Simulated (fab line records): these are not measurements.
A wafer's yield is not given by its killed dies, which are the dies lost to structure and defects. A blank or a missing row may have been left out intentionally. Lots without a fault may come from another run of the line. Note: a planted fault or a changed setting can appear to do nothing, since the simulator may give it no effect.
Split-lot study :: flow sky130 :: 23 wafers read from 5 lots, route of 708 steps

ON THE SPLIT
At SKY_POLY_GATE_EXPOSE_10 (exposes mask P1M, target cd 150 nm), the setting dose_mj was moved away from the recipe's 28 on 12 of the 23 wafers read, by -6.8% to +5.1%. All remaining wafers had this setting at the recipe value.

FROM THE SPLIT TO THE READING: what the file shows between them, 8 steps
- SKY_POLY_GATE_PEB_11
- SKY_POLY_GATE_DEVELOP_12: develop time 60 s
- SKY_POLY_GATE_CD_MEAS_13: target cd 150 nm
- SKY_POLY_GATE_ETCH_15: etches BARC in N2/H2, stops on SiO2, time 118.5 s, target depth 110 nm
- SKY_POLY_GATE_ETCH_16: etches Si3N4 in CH3F/O2, stops on poly-Si, time 147.5 s, target depth 75 nm
- SKY_POLY_GATE_ETCH_17: etches poly-Si in HBr/Cl2, stops on SiO2, target depth 180 nm, time 70.5 s
- SKY_POLY_GATE_OXIDATION_20: stabilise 600 s, purge 300 s, target thk 4 nm (also split here: temp_c)
- SKY_POLY_GATE_THK_MEAS_21

THE READING
cd_nm, in nm, at SKY_POLY_GATE_CD_MEAS_22. On this fab line, fault-free wafers typically give 149.1 nm with a standard deviation of 3 nm.

wafer: L074.1
tool, chamber at the split: krf_scanner-01, 0
dose_mj as run: 28
against the recipe: recipe
cd_nm, nm: 146.3
against lot-mates on the recipe: -

wafer: L074.3
tool, chamber at the split: krf_scanner-01, 0
dose_mj as run: 28
against the recipe: recipe
cd_nm, nm: 147.0
against lot-mates on the recipe: -

wafer: L074.4
tool, chamber at the split: krf_scanner-01, 0
dose_mj as run: 26.11
against the recipe: -6.8%
cd_nm, nm: 161.7
against lot-mates on the recipe: +15.0

wafer: L074.5
tool, chamber at the split: krf_scanner-01, 0
dose_mj as run: 26.11
against the recipe: -6.8%
cd_nm, nm: 162.6
against lot-mates on the recipe: +15.9

wafer: L074.6
tool, chamber at the split: krf_scanner-01, 0
dose_mj as run: 26.11
against the recipe: -6.8%
cd_nm, nm: 160.7
against lot-mates on the recipe: +14.0

wafer: L076.2
tool, chamber at the split: krf_scanner-02, 0
dose_mj as run: 28
against the recipe: recipe
cd_nm, nm: 148.5
against lot-mates on the recipe: -

wafer: L076.4
tool, chamber at the split: krf_scanner-02, 0
dose_mj as run: 28
against the recipe: recipe
cd_nm, nm: 151.2
against lot-mates on the recipe: -

wafer: L076.6
tool, chamber at the split: krf_scanner-02, 0
dose_mj as run: 28
against the recipe: recipe
cd_nm, nm: 151.4
against lot-mates on the recipe: -

wafer: L077.1
tool, chamber at the split: krf_scanner-01, 0
dose_mj as run: 28
against the recipe: recipe
cd_nm, nm: 143.9
against lot-mates on the recipe: -

wafer: L077.2
tool, chamber at the split: krf_scanner-01, 0
dose_mj as run: 28
against the recipe: recipe
cd_nm, nm: 147.2
against lot-mates on the recipe: -

wafer: L077.3
tool, chamber at the split: krf_scanner-01, 0
dose_mj as run: 27.18
against the recipe: -2.9%
cd_nm, nm: 150.7
against lot-mates on the recipe: +5.1

wafer: L077.4
tool, chamber at the split: krf_scanner-01, 0
dose_mj as run: 27.18
against the recipe: -2.9%
cd_nm, nm: 153.2
against lot-mates on the recipe: +7.6

wafer: L077.6
tool, chamber at the split: krf_scanner-01, 0
dose_mj as run: 27.18
against the recipe: -2.9%
cd_nm, nm: 150.2
against lot-mates on the recipe: +4.6

wafer: L079.1
tool, chamber at the split: krf_scanner-01, 0
dose_mj as run: 29.42
against the recipe: +5.1%
cd_nm, nm: 143.4
against lot-mates on the recipe: -8.7

wafer: L079.2
tool, chamber at the split: krf_scanner-01, 0
dose_mj as run: 29.42
against the recipe: +5.1%
cd_nm, nm: 142.6
against lot-mates on the recipe: -9.5

wafer: L079.3
tool, chamber at the split: krf_scanner-01, 0
dose_mj as run: 29.42
against the recipe: +5.1%
cd_nm, nm: 138.2
against lot-mates on the recipe: -13.9

wafer: L079.4
tool, chamber at the split: krf_scanner-01, 0
dose_mj as run: 28
against the recipe: recipe
cd_nm, nm: 151.6
against lot-mates on the recipe: -

wafer: L079.5
tool, chamber at the split: krf_scanner-01, 0
dose_mj as run: 28
against the recipe: recipe
cd_nm, nm: 152.7
against lot-mates on the recipe: -

wafer: L084.2
tool, chamber at the split: krf_scanner-01, 0
dose_mj as run: 26.42
against the recipe: -5.6%
cd_nm, nm: 155.8
against lot-mates on the recipe: +5.9

wafer: L084.3
tool, chamber at the split: krf_scanner-01, 0
dose_mj as run: 26.42
against the recipe: -5.6%
cd_nm, nm: 164.3
against lot-mates on the recipe: +14.4

wafer: L084.4
tool, chamber at the split: krf_scanner-01, 0
dose_mj as run: 28
against the recipe: recipe
cd_nm, nm: 152.7
against lot-mates on the recipe: -

wafer: L084.5
tool, chamber at the split: krf_scanner-01, 0
dose_mj as run: 26.42
against the recipe: -5.6%
cd_nm, nm: 159.0
against lot-mates on the recipe: +9.1

wafer: L084.6
tool, chamber at the split: krf_scanner-01, 0
dose_mj as run: 28
against the recipe: recipe
cd_nm, nm: 147.1
against lot-mates on the recipe: -

FIT RESULTS
A straight line over all 23 wafers: cd_nm changes by -1.7 nm for each +1% of dose_mj; r = -0.91; the points scatter about the line by 2.9 nm.
The same after taking each lot's own level away (the mean of its wafers on the recipe; 23 wafers): -2.06 nm for each +1%; r = -0.96; scatter 2.2 nm.
The reading moves by 14 nm for the largest change in dose_mj, on that fit.
Across the lots, their own levels run from 145.55 to 152.15 nm, a range of 2.2 times the standard deviation given above.
In other words, the slope is changed by the lot-to-lot level; the two fits disagree.
Check: for one of the wafers moved furthest among these (-6.8%), held out of the fit, the line's prediction against its lot-mates is +13.5 nm. It came out at +15 nm against them.

THE OTHER SPLITS THESE WAFERS WENT THROUGH
Note: prior to the reading, these wafers also went through further splits. Each is held against what the fit with the lots' levels taken away leaves over:
other split on the same wafers: SKY_POLY_GATE_OXIDATION_20 temp_c
wafers away from the commonest value: 10
r with cd_nm (lot level and that fit taken away): +0.27

THE WHOLE CHAIN: every reading that the file lists as answering this split, in the file's order
step: SKY_POLY_GATE_CD_MEAS_13
what it does: target cd 150 nm
reading: cd_nm
change (the file's fit): -1.77 nm for each +1% of the setting
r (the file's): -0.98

step: SKY_POLY_GATE_ETCH_15
what it does: etches BARC in N2/H2, stops on SiO2, time 118.5 s, target depth 110 nm
reading: POLY_GATE.cd_nm (the simulator's own value, which no gauge read)
change (the file's fit): -2.03 nm for each +1% of the setting
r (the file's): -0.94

step: SKY_POLY_GATE_ETCH_17
what it does: etches poly-Si in HBr/Cl2, stops on SiO2, target depth 180 nm, time 70.5 s
reading: POLY_GATE.cd_nm (the simulator's own value, which no gauge read)
change (the file's fit): -2.06 nm for each +1% of the setting
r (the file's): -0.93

step: SKY_POLY_GATE_CD_MEAS_22
what it does: 
reading: cd_nm
change (the file's fit): -2.04 nm for each +1% of the setting
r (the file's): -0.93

FILE'S OWN FIT
cd_nm changes by -2.04 nm for each +1% of dose_mj, r = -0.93.
